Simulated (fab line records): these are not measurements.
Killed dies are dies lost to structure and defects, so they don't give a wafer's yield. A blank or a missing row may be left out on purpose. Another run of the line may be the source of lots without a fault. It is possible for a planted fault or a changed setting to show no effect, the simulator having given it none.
A lot that was struck, set against a sound lot | flow sky130 | 15 out of 708 route steps
Sound: these wafers, L734.2, L734.4, L734.6. Wafers struck: L749.2, L749.4, L749.6. Last of all comes the cause.
For every step that has rows: the tool of each side, followed by ch and its chambers, followed by its first start. Under that, the readings that differ: sound wafers | struck wafers | difference of the means | sigmas: that difference in standard deviations of wafers without a fault.
alike: a reading whose means differ by less than 2 such deviations, as well as words and numbers matching on both sides. not compared: withheld readings; readings where some wafer has no value; bounds like >300 that might hide an equal value; numbers whose values overlap and for which the record gives no deviation.
The two part at a step that has a row with sigmas, a row that says differs or no value, or rows on one side only. Non-overlapping numbers with no deviation appear without sigmas and do not part them. A reading that every wafer of one side lacks parts them only if that side has two wafers or more.

first, 2 steps without rows for these wafers: SKY_CAPM_PEB_10; SKY_CAPM_DEVELOP_11 (develop time 60 s).
SKY_CAPM_OVL_MEAS_12:
  sound on overlay-01, day 37 11:53; struck on overlay-02, day 41 17:49
  alike: CAPM_OVL
SKY_CAPM_METAL_ETCH_13: etches TiN in Cl2/BCl3, stops on SiO2, target depth 220 nm, time 62.9 s.
  sound on rieMetal-03 ch 0,1, day 37 11:55; struck on rieMetal-02 ch 1, day 41 17:51
reading             | sound             | struck            | difference | sigmas
oesProductAu (a.u.) | 0.927 0.928 0.930 | 0.949 0.945 0.946 | +0.018     | +2
  alike: chamberPressureMTorr, drypumpMotorCurrentA, throttleValvePct
  not compared: rfHoursCounterH
SKY_CAPM_STRIP_14: strips in O2/N2.
  sound on plasmaAsher-02 ch 0,1, day 37 11:59; struck on plasmaAsher-04 ch 0,1, day 41 17:56
  alike: chamberPressureMTorr, drypumpMotorCurrentA, oesProductAu, stripTimeToEndpointS
  not compared: rfHoursCounterH
then, 7 steps without rows for these wafers: SKY_CAPM_STRIP_15 (strips in post etch residue remover, time 1200 s); SKY_CAPM_CLEAN_16 (cleans in IPA, time 180 s); SKY_CAPM_CLEAN_17 (cleans in O3/DIW); SKY_METAL3_DEHYDRATE_05 (time 60 s); SKY_METAL3_HMDS_06 (prime time 60 s); SKY_METAL3_COAT_07 (resist thk 60 nm); SKY_METAL3_COAT_08 (resist thk 1140 nm).
SKY_METAL3_SOFTBAKE_09: time 90 s.
  sound on lithoTrack-04 ch 0, day 38 01:00; struck on lithoTrack-01 ch 0, day 42 07:00
reading               | sound               | struck            | difference | sigmas
heaterPowerTotalW (W) | 57.43 57.50 57.34   | 56.49 56.50 56.52 | -0.92      | -8
plateTempC (C)        | 100.05 100.00 99.81 | 98.58 98.69 98.66 | -1.31      | -12
then, 1 step without rows for these wafers: SKY_METAL3_EXPOSE_10 (exposes mask MM3, target cd 300 nm).
-- the record jumps here: 7 days lie between the struck wafers' starts before and after (it left off in module METAL3 and takes up again in module PAD_OPEN, whose first step shown is number 708 of the route) --
SKY_PAD_OPEN_PROBE_99:
  sound on prober-02, day 45 19:11; struck on prober-02, day 49 06:05
  alike: defectLimitedYield, killed_at_M0_to_M3, killed_at_M4_up, killedAtContacts, killedAtFrontEnd, killedAtOther, killedDies, killedOpen, killedShort, sort_bin_3_pad_short, sort_bin_5_function, sort_bin_6_memory, sortNPass, sortYieldPct

== WHERE THEY PART ==
First at SKY_CAPM_METAL_ETCH_13; last, within this record, at SKY_METAL3_SOFTBAKE_09. Later steps at which nothing parts them and some readings are alike: SKY_PAD_OPEN_PROBE_99.

WHY: what had been put in by the simulator
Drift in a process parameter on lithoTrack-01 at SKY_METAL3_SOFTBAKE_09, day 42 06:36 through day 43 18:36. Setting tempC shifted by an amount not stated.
